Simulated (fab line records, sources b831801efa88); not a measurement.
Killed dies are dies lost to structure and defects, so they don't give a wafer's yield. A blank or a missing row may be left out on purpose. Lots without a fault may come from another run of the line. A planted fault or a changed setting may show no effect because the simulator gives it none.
Problem report in the 8D (eight disciplines) form, filled by code | flow sky130 | the parts of the form that need people (team, actions taken, sign-off) are left out

1. THE PROBLEM
cd_nm at SKY_SD_N_CD_MEAS_07 reads a mean of 436.7 nm on 6 wafers of 2 lots; wafers without a fault read 380.3 nm with a standard deviation of 2.6. That is +22 standard deviations from the usual mean.
The step: target cd 380 nm.
First seen on wafer L473.2, day 34 14:43, on cd_sem-01. The record holds 36 wafers of 12 lots with a number at this step. Rule for "out", or "out of limits": more than 4 standard deviations from the usual mean. The other wafers with a number count as sound.

2. WHAT IT IS AND WHAT IT IS NOT
question                    | is                     | is not
which readings at this step | cd_nm                  | -
which lots                  | L473, L475             | L453, L455, L456, L457, L459, L460, L462, L464, L466, L476
which wafers of those lots  | all that have a number | -
read on which gauges        | cd_sem-01              | cd_sem-02
when                        | from day 34 14:43      | up to then (27 sound wafers); but 3 sound wafers of L476 came after

3. SUSPECTS, AND WHAT RULES EACH OUT
Counting: a tool at a process step up to the reading stays a suspect if it ran every lot that is out and no sound lot after the first of them.
- the gauge at SKY_SD_N_CD_MEAS_07: ruled out. All the wafers that are out were read on cd_sem-01, but those of them that SKY_SD_N_STRIP_11 has rows for are out there too, on other tools.
- litho_track-01 at SKY_SD_N_COAT_02 (resist thk 1140 nm): kept. It ran every lot that is out, first L473 (day 34 01:05), and no sound lot after that; its last sound lot up to then is L466 (day 32 02:23).
Left after counting: litho_track-01 at SKY_SD_N_COAT_02.

4. THE CAUSE (what the simulator had put in)
Process parameter drift: litho_track-01, from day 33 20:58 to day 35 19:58, at SKY_SD_N_COAT_02. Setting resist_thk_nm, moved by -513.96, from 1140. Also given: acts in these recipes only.
Counting left only this tool.

5. THE CHAIN OF EFFECTS, in route order
Each row: a reading whose mean over the struck wafers that have a number lies more than 3 standard deviations from the usual. Only readings for which the record gives a usual standard deviation are gone through. hours: the time from each lot's start at the first step in this table that gives one to its start at this step, as a median over the lots. sigmas: the change in usual standard deviations.
hours | step                | reading                  | usual      | on struck wafers | change | sigmas
0     | SKY_SD_N_CD_MEAS_07 | cd_nm                    | 380.3 nm   | 436.7            | +56.4  | +22
0     | SKY_SD_N_STRIP_11   | oes_product_au           | 0.528 a.u. | 0.455            | -0.073 | -15
0     | SKY_SD_N_STRIP_11   | strip_time_to_endpoint_s | 22.55 s    | 16.70            | -5.85  | -99 or more
The process steps in it:
- SKY_SD_N_STRIP_11: strips in O2/N2.
Later measuring or inspecting steps at which every struck wafer that the step has a row for has a number for every such reading, and none has moved that far: SKY_SD_N_TW_MEAS_12, SKY_LI_CONTACT_CD_MEAS_12.

6. WHAT WOULD HAVE CAUGHT IT SOONER
In this record the first reading out of limits at a measuring or inspecting step was taken at day 34 14:43, 18 hours after the fault began at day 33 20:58.
Of the tool readings at SKY_SD_N_COAT_02 for which the record gives a usual standard deviation, none was out on any struck wafer, so an alarm limit of 4 standard deviations on them would not have fired.
Of the lots that are out (2), L475 began SKY_SD_N_COAT_02 on litho_track-01 after day 34 14:43. A hold on the tool at that time would have spared it.
